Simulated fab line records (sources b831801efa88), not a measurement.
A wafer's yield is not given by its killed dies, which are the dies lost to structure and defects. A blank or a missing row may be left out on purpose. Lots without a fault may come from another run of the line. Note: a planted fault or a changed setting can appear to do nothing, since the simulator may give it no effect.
2 desks looking at one fault / flow sfqLine / what lay behind the numbers comes last; until then each desk has only its own

== FROM THE METROLOGY DESK ==
Lot by lot, what the gauges showed, no matter which tool ran the lot: averages of those sampled wafers that carry a number. Marked OUT: a lot whose mean sits more than 4 standard deviations from the usual mean, which makes it out of limits; the brackets give that distance.
Columns: A = I4_OVL at SFQ_I4_OVL_MEAS_928, usual 0 nm; B = JJ_NB_RS at SFQ_JJ_RS_MEAS_929, usual 1.055 ohm/sq
lot=L889; first seen here=day 55 14:27; A=-10; B=1.044
lot=L890; first seen here=day 55 16:50; A=-6; B=1.052
lot=L891; first seen here=day 55 19:14; A=1; B=1.077
lot=L893; first seen here=day 56 03:51; A=2; B=1.044
lot=L894; first seen here=day 56 06:03; A=8; B=1.066
lot=L896; first seen here=day 56 10:50; A=-3; B=1.075
lot=L898; first seen here=day 56 21:39; A=-6; B=1.063
lot=L901; first seen here=day 57 02:26; A=-3; B=1.047
lot=L902; first seen here=day 57 04:50; A=-1; B=1.061
lot=L903; first seen here=day 57 06:02; A=-6; B=1.051
lot=L905; first seen here=day 57 09:38; A=4; B=1.051
lot=L907; first seen here=day 62 16:31; A=2; B=1.053
lot=L908; first seen here=day 62 18:55; A=-2; B=1.041
lot=L910; first seen here=day 63 14:07; A=7; B=1.068
This desk's finding: nothing out of limits on any of the 14 lots.

== AT THE TOOL OWNER'S DESK: pvdSputter-04 ==
The tool's own readings at SFQ_TRILAYER_JJ_TRILAYER_DEP_SPUTTER_109 (material Nb, target thk 150 nm, time 100 s): means of the sampled wafers that have a number, for each lot that ran on this tool. Marked OUT: a lot whose mean sits more than 4 standard deviations from the usual mean, which makes it out of limits; the brackets give that distance.
Columns: A = throttleValvePct at SFQ_TRILAYER_JJ_TRILAYER_DEP_SPUTTER_109, usual 30.0 %
lot=L891; first seen here=day 55 20:14; A=31.3
lot=L894; first seen here=day 56 07:02; A=31.2
lot=L896; first seen here=day 56 12:00; A=31.1
lot=L901; first seen here=day 57 03:26; A=31.0
lot=L903; first seen here=day 57 07:38; A=30.8
lot=L910; first seen here=day 63 15:06; A=31.2
This desk's finding: nothing out of limits on any of the 6 lots.

== PUT TOGETHER ==
The metrology desk saw nothing out of limits.
Nothing out of limits was seen by the tool owner's desk.

== WHAT THE SIMULATOR HAD PUT IN ==
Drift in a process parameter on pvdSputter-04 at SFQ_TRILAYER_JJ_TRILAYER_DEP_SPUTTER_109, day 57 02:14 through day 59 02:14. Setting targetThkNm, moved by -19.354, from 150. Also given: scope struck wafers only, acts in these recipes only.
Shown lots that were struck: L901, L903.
